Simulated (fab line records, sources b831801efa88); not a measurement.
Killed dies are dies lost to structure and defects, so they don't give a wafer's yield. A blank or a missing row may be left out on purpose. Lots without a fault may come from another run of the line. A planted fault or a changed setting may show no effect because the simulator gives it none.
fab line records | flow gf180mcu
record lots=14 wafers=42 last_day=33
route steps=602 shown M1@329 V1@339 M2@363
lots that met no fault: from a run of the same line without faults
start_h: hours from the record's first day to the start of the lot's first wafer shown | wait_h: hours since the lot's step before | " the same as in the row above | L1.1+2: a row that stands for several wafers | - no value, or no start given | * or withheld: withheld | < > ~ a bound
route shown NAME@n: a module of which the file shows steps, and the number in the route of the first | usual: mean/standard deviation of fault-free wafers | same: alike in all rows | chamber/n: place in a boat | sites: the reading at each site | _std_site: their standard deviation | _edge_site: outer sites' mean less inner sites' | radius_mm: how far each site lies from the wafer's centre | mask NAME#n: copy n | behind: the tool/chamber that last shaped the wafer | hold: why the lot was held/for how many hours/how that ended | device: the transistor (n, p or np) that didn't switch | end of line: the same wafers' tests at the end of the route | a step without rows: its recipe alone | killed: dies lost to structure and defects at the first sort, not the wafer's yield | map: a wafer's dies, x killed, . not, _ none there
set.NAME: the setting as run; set.NAME@STEP: as run at that earlier step | model.NAME: the simulator's own value behind a step, which no gauge read
steps of the route over a sample of lots; a table a step, a row a wafer
services: from which hour (start_h, from the record's first day; less than 0 if before it) a tool's chamber was out of use, for how many hours, and why
## steps
# step GF_M1_CD_MEAS_14
# recipe target_cd_nm=230
# usual cd_nm=230.4/1.3
# columns lot.wafer tool chamber start_h wait_h cd_nm
L872.3 cd_sem-02 - 409.54 0.1 231.0
L872.4 " - " " 230.3
L872.6 " - " " 229.9
L874.1 cd_sem-02 - 415.45 0.1 233.6
L874.2 " - " " 232.9
L874.3 " - " " 234.2
L876.1 cd_sem-01 - 443.60 0.1 229.5
L876.2 " - " " 229.1
L876.3 " - " " 227.9
L878.2 cd_sem-01 - 454.92 0.1 231.4
L878.3 " - " " 231.2
L878.4 " - " " 230.5
L877.3 cd_sem-02 - 455.29 0.1 230.2
L877.4 " - " " 230.4
L877.6 " - " " 229.7
L879.1 cd_sem-01 - 463.82 0.1 230.9
L879.3 " - " " 229.7
L879.4 " - " " 229.7
L880.2 cd_sem-01 - 472.94 0.1 231.7
L880.3 " - " " 232.6
L880.5 " - " " 232.4
L881.1 cd_sem-01 - 479.65 0.1 229.3
L881.2 " - " " 227.5
L881.3 " - " " 229.4
L882.3 cd_sem-02 - 486.79 0.1 228.1
L882.4 " - " " 227.6
L882.6 " - " " 227.5
L883.1 cd_sem-02 - 494.07 0.1 230.8
L883.4 " - " " 230.7
L883.5 " - " " 227.9
L884.3 cd_sem-02 - 502.34 0.1 229.3
L884.4 " - " " 230.0
L884.6 " - " " 230.4
L885.3 cd_sem-01 - 514.91 0.1 231.4
L885.5 " - " " 233.2
L885.6 " - " " 230.9
L886.1 cd_sem-01 - 518.07 0.1 229.5
L886.2 " - " " 229.6
L886.4 " - " " 229.5
L889.3 cd_sem-02 - 541.16 0.1 230.5
L889.5 " - " " 230.9
L889.6 " - " " 229.9
# step GF_V1_CMP_04
# recipe material=SiO2 down_force_psi=4 platen_rpm=60 pad_velocity_m_s=0.94248
# usual motor_current_A=11.9/1.3 time_to_endpoint_s=78/5.1
# columns lot.wafer tool chamber start_h wait_h motor_current_A time_to_endpoint_s
L872.4 cmp-02 2 410.56 0.0 13.6 78
L872.3 " 1 " " 11.3 79
L872.6 " 2 " " 13.1 87
L874.1 cmp-01 1 416.55 0.1 10.2 68
L874.3 " 2 " " 12.6 64
L874.2 " 0 " " 11.8 71
L876.1 cmp-02 1 444.78 0.1 10.8 78
L876.3 " 2 " " 12.8 79
L876.2 " 0 " " 12.2 69
L878.2 cmp-01 1 456.13 0.1 11.1 75
L878.4 " 2 " " 13.2 77
L878.3 " 3 " " 11.0 78
L877.3 cmp-02 0 456.35 0.0 12.5 79
L877.4 " 2 " " 12.9 88
L877.6 " 1 " " 11.2 91
L879.1 cmp-01 3 464.94 0.1 10.2 79
L879.4 " 0 " " 11.2 78
L879.3 " 1 " " 10.3 73
L880.3 cmp-01 3 474.12 0.0 10.0 73
L880.2 " 2 " " 12.3 74
L880.5 " 0 " " 11.8 78
L881.2 cmp-01 0 480.75 0.0 11.0 80
L881.1 " 1 " " 10.7 74
L881.3 " 2 " " 13.6 78
L882.3 cmp-01 3 487.84 0.0 10.6 73
L882.4 " 1 " " 9.9 73
L882.6 " 0 " " 11.1 75
L883.1 cmp-02 1 495.18 0.1 11.7 82
L883.4 " 2 " " 12.5 84
L883.5 " 0 " " 11.7 81
L884.3 cmp-02 1 503.41 0.0 11.7 78
L884.4 " 2 " " 13.5 83
L884.6 " 2 " " 12.9 82
L885.3 cmp-01 3 516.11 0.2 10.8 78
L885.6 " 0 " " 11.1 89
L885.5 " 1 " " 10.1 80
L886.2 cmp-02 2 519.21 0.1 13.1 83
L886.1 " 3 " " 13.9 75
L886.4 " 0 " " 12.1 74
L889.3 cmp-02 2 542.61 0.0 13.7 77
L889.6 " 2 " " 13.2 79
L889.5 " 3 " " 15.0 80
# step GF_V1_SPUTTER_21
# recipe material=Ti target_thk_nm=15 chamber_pressure_pa=5 power_w=2500 substrate_temp_c=200 time_s=80.02
# usual cathode_dc_power_W=2500.0/0.49 chamber_pressure_pa=4.999/0.01 throttle_valve_pct=30.1/0.98
# columns lot.wafer tool chamber start_h wait_h cathode_dc_power_W chamber_pressure_pa throttle_valve_pct
L872.3 pvd_sputter-02 - 435.54 0.0 2500.2 5.006 30.2
L872.4 " - " " 2499.4 5.001 30.4
L872.6 " - " " 2501.1 4.982 29.3
L874.1 pvd_sputter-02 - 441.64 0.0 2500.0 5.022 30.1
L874.2 " - " " 2499.9 4.997 29.0
L874.3 " - " " 2500.4 5.004 30.4
L876.1 pvd_sputter-04 - 470.39 0.0 2500.6 5.008 31.3
L876.2 " - " " 2500.5 4.999 29.5
L876.3 " - " " 2500.8 5.014 32.0
L878.2 pvd_sputter-01 - 481.50 0.0 2500.2 5.002 30.0
L878.3 " - " " 2500.0 4.995 30.0
L878.4 " - " " 2500.6 4.997 32.1
L877.3 pvd_sputter-02 - 482.13 0.0 2499.0 5.016 29.4
L877.4 " - " " 2499.7 5.000 30.2
L877.6 " - " " 2500.0 5.016 30.4
L879.1 pvd_sputter-02 - 489.98 0.0 2499.5 5.015 30.0
L879.3 " - " " 2499.8 5.004 29.3
L879.4 " - " " 2499.7 5.009 29.4
L880.2 pvd_sputter-01 - 498.94 0.0 2500.8 4.989 29.9
L880.3 " - " " 2500.0 5.001 29.1
L880.5 " - " " 2500.0 5.000 30.2
L881.1 pvd_sputter-04 - 506.05 0.0 2499.7 4.996 31.1
L881.2 " - " " 2501.0 4.999 29.1
L881.3 " - " " 2500.4 4.992 29.8
L882.3 pvd_sputter-04 - 512.32 0.0 2499.4 5.006 31.1
L882.4 " - " " 2499.4 4.986 29.8
L882.6 " - " " 2499.4 5.001 29.9
L883.1 pvd_sputter-04 - 519.24 0.0 2500.1 5.002 29.3
L883.4 " - " " 2499.7 4.992 31.9
L883.5 " - " " 2499.9 4.998 31.0
L884.3 pvd_sputter-02 - 527.68 0.0 2500.6 4.993 30.3
L884.4 " - " " 2500.1 5.022 30.1
L884.6 " - " " 2500.9 5.003 30.5
L885.3 pvd_sputter-04 - 539.78 0.0 2499.8 5.004 31.0
L885.5 " - " " 2500.0 4.988 31.3
L885.6 " - " " 2499.8 5.012 29.3
L886.1 pvd_sputter-02 - 542.82 0.0 2500.5 5.002 29.0
L886.2 " - " " 2499.8 4.982 29.3
L886.4 " - " " 2500.8 4.999 29.9
L889.3 pvd_sputter-04 - 565.53 0.0 2499.0 5.005 31.8
L889.5 " - " " 2500.5 5.000 29.7
L889.6 " - " " 2499.8 4.980 29.0
# step GF_M2_SPUTTER_01
# recipe material=TiN target_thk_nm=30 power_w=6500 time_s=25 chamber_pressure_pa=0.4
# usual cathode_dc_power_W=6500.1/1.3 chamber_pressure_pa=0.4000/0.00075 throttle_valve_pct=30.0/1.1
# columns lot.wafer tool chamber start_h wait_h cathode_dc_power_W chamber_pressure_pa throttle_valve_pct
L872.3 pvd_sputter-03 - 436.33 0.1 6500.1 0.4003 29.2
L872.4 " - " " 6500.6 0.4014 31.0
L872.6 " - " " 6498.6 0.3995 30.8
L874.1 pvd_sputter-04 - 442.43 0.1 6501.0 0.3995 31.9
L874.2 " - " " 6498.3 0.4010 29.2
L874.3 " - " " 6500.7 0.3996 29.5
L876.1 pvd_sputter-03 - 471.18 0.1 6500.3 0.4019 28.9
L876.2 " - " " 6500.4 0.3996 31.0
L876.3 " - " " 6499.1 0.3998 29.5
L878.2 pvd_sputter-03 - 482.29 0.1 6500.6 0.3996 28.7
L878.3 " - " " 6500.6 0.3998 28.6
L878.4 " - " " 6499.5 0.3994 29.3
L877.3 pvd_sputter-04 - 482.93 0.1 6497.6 0.3997 31.8
L877.4 " - " " 6498.4 0.3995 31.2
L877.6 " - " " 6499.4 0.4010 29.1
L879.1 pvd_sputter-04 - 490.77 0.1 6502.4 0.4001 31.4
L879.3 " - " " 6500.0 0.3996 29.0
L879.4 " - " " 6501.5 0.3998 30.2
L880.2 pvd_sputter-03 - 499.73 0.1 6501.1 0.4018 29.1
L880.3 " - " " 6498.4 0.4007 29.1
L880.5 " - " " 6501.1 0.3996 29.5
L881.1 pvd_sputter-04 - 506.85 0.1 6500.0 0.4011 29.8
L881.2 " - " " 6500.1 0.4013 29.3
L881.3 " - " " 6497.9 0.4005 32.0
L882.3 pvd_sputter-03 - 513.11 0.1 6501.9 0.4001 29.3
L882.4 " - " " 6499.5 0.3998 29.0
L882.6 " - " " 6498.0 0.4004 29.5
L883.1 pvd_sputter-01 - 520.03 0.1 6498.4 0.3999 32.2
L883.4 " - " " 6498.6 0.3993 29.7
L883.5 " - " " 6500.3 0.4006 30.2
L884.3 pvd_sputter-03 - 528.48 0.1 - - -
L884.4 " - " " - - -
L884.6 " - " " - - -
L885.3 pvd_sputter-03 - 540.57 0.1 - - -
L885.5 " - " " - - -
L885.6 " - " " - - -
L886.1 pvd_sputter-04 - 543.77 0.1 6500.4 0.4001 31.9
L886.2 " - " " 6501.7 0.4008 29.0
L886.4 " - " " 6497.6 0.4012 29.9
L889.3 pvd_sputter-03 - 566.32 0.1 6499.2 0.3992 29.3
L889.5 " - " " 6500.4 0.3994 28.8
L889.6 " - " " 6499.7 0.3989 30.8
# step GF_M2_METAL_ETCH_16
# recipe chemistry=Cl2/BCl3 mask_material=KrF target_depth_nm=627.5 stop_on=SiO2 pressure_mtorr=8 icp_w=800 bias_w=140 Cl2_flow_sccm=80 bcl3_flow_sccm=40 time_s=104.6
# usual drypump_motor_current_A=5.6/0.43 oes_product_au=0.971/0.0061 throttle_valve_pct=28.252/0.01
# columns lot.wafer tool chamber start_h wait_h drypump_motor_current_A oes_product_au rf_hours_counter_h throttle_valve_pct
L872.3 rie_metal-02 1 461.04 0.1 5.7 0.971 - 28.253
L872.4 " 0 " " 6.5 0.975 - 28.242
L872.6 " 0 " " 6.5 0.974 - 28.259
L874.1 rie_metal-04 0 466.52 0.0 5.0 0.973 12 28.257
L874.2 " 1 " " 5.5 0.970 8 28.253
L874.3 " 1 " " 5.5 0.972 - 28.241
L876.1 rie_metal-04 1 495.06 0.0 5.5 0.979 9 28.249
L876.2 " 0 " " 5.0 0.966 0 28.230
L876.3 " 1 " " 5.5 0.976 - 28.251
L878.2 rie_metal-03 1 506.47 0.0 5.4 0.967 11 28.271
L878.3 " 1 " " 5.4 0.969 - 28.231
L878.4 " 0 " " 5.3 0.973 - 28.243
L877.3 rie_metal-04 0 506.84 0.1 5.0 0.976 - 28.247
L877.4 " 1 " " 5.5 0.971 - 28.271
L877.6 " 0 " " 5.0 0.967 - 28.266
L879.1 rie_metal-03 0 514.62 0.0 5.3 0.966 1 28.253
L879.3 " 0 " " 5.3 0.964 - 28.259
L879.4 " 0 " " 5.3 0.963 - 28.257
L880.2 rie_metal-02 1 523.27 0.0 5.7 0.966 8 28.250
L880.3 " 1 " " 5.7 0.967 - 28.245
L880.5 " 1 " " 5.7 0.976 - 28.246
L881.1 rie_metal-02 1 530.17 0.0 5.7 0.974 8 28.259
L881.2 " 0 " " 6.5 0.977 12 28.254
L881.3 " 0 " " 6.5 0.982 - 28.239
L882.3 rie_metal-02 1 535.31 0.1 5.7 0.969 - 28.246
L882.4 " 0 " " 6.5 0.960 - 28.258
L882.6 " 0 " " 6.5 0.969 - 28.251
L883.1 rie_metal-02 1 543.27 0.0 5.7 0.967 9 28.264
L883.4 " 1 " " 5.7 0.964 - 28.251
L883.5 " 1 " " 5.7 0.967 - 28.256
L884.3 rie_metal-02 1 549.50 0.1 5.7 0.942 - 28.284
L884.4 " 1 " " 5.7 0.948 - 28.287
L884.6 " 1 " " 5.7 0.944 - 28.274
L885.3 rie_metal-03 1 561.71 0.1 5.4 0.936 - 28.285
L885.5 " 1 " " 5.4 0.938 - 28.295
L885.6 " 0 " " 5.3 0.943 - 28.276
L886.1 rie_metal-04 0 565.57 0.0 5.0 0.982 2 28.252
L886.2 " 1 " " 5.5 0.968 11 28.279
L886.4 " 1 " " 5.5 0.969 - 28.248
L889.3 rie_metal-04 0 587.86 0.1 5.0 0.975 - 28.234
L889.5 " 0 " " 5.0 0.973 - 28.264
L889.6 " 1 " " 5.5 0.959 - 28.251
## services
# columns tool chamber start_h hours kind
cmp-01 - 401.94 3.8 pm
cmp-01 - 405.73 4.0 pm
pvd_sputter-02 - 413.75 5.2 repair
cmp-01 - 433.32 3.1 repair
rie_metal-02 - 437.02 1.4 pm
cmp-02 - 439.98 1.4 repair
cmp-02 - 441.13 1.2 repair
cmp-02 - 456.91 15.7 pm
rie_metal-02 1 462.32 2.3 repair
pvd_sputter-03 0 483.83 - consumable_replace:kit
pvd_sputter-03 0 483.83 18.0 scheduled_down
pvd_sputter-03 0 483.83 18.0 vent_cycle
cmp-01 - 501.92 1.3 repair
pvd_sputter-03 - 506.28 1.1 repair
pvd_sputter-02 - 511.00 6.4 repair
rie_metal-03 - 517.22 28.1 pm
cmp-01 - 541.41 2.5 repair
pvd_sputter-01 - 551.52 5.4 repair
cmp-02 - 557.79 0.7 repair
cmp-01 - 559.43 1.3 repair
cmp-02 - 572.03 4.0 pm
rie_metal-02 - 575.58 1.1 repair
cmp-01 - 579.43 2.0 repair
cmp-02 - 586.37 3.0 repair
## key
first_sign step=GF_M2_SPUTTER_01 reading=tool_record direction=missing
effect step=GF_M2_METAL_ETCH_16 reading=oes_product_au direction=down sigmas=4.7 usual=0.971 struck=0.942
met_at GF_M2_SPUTTER_01
struck_lots L884,L885
later_rows_left_out L884.3,L884.4,L884.6,L885.3,L885.5,L885.6
sort_left_out L884.3,L884.4,L884.6,L885.3,L885.5,L885.6
not_acting_at GF_M1_CD_MEAS_14,GF_V1_CMP_04,GF_V1_SPUTTER_21
onset_between 513.11 528.48
fault kind=skipped_step_whole tool=pvd_sputter-03 chamber=- onset_h=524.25 steps=GF_M2_SPUTTER_01 scope=struck_lots_only
# sort_left_out: the simulated sort isn't trusted on such a fault, so these wafers' sort isn't shown, and their yield isn't known
# later_rows_left_out: the simulator's readings of these wafers behind a module that went badly wrong aren't trusted and aren't shown, but for the sort
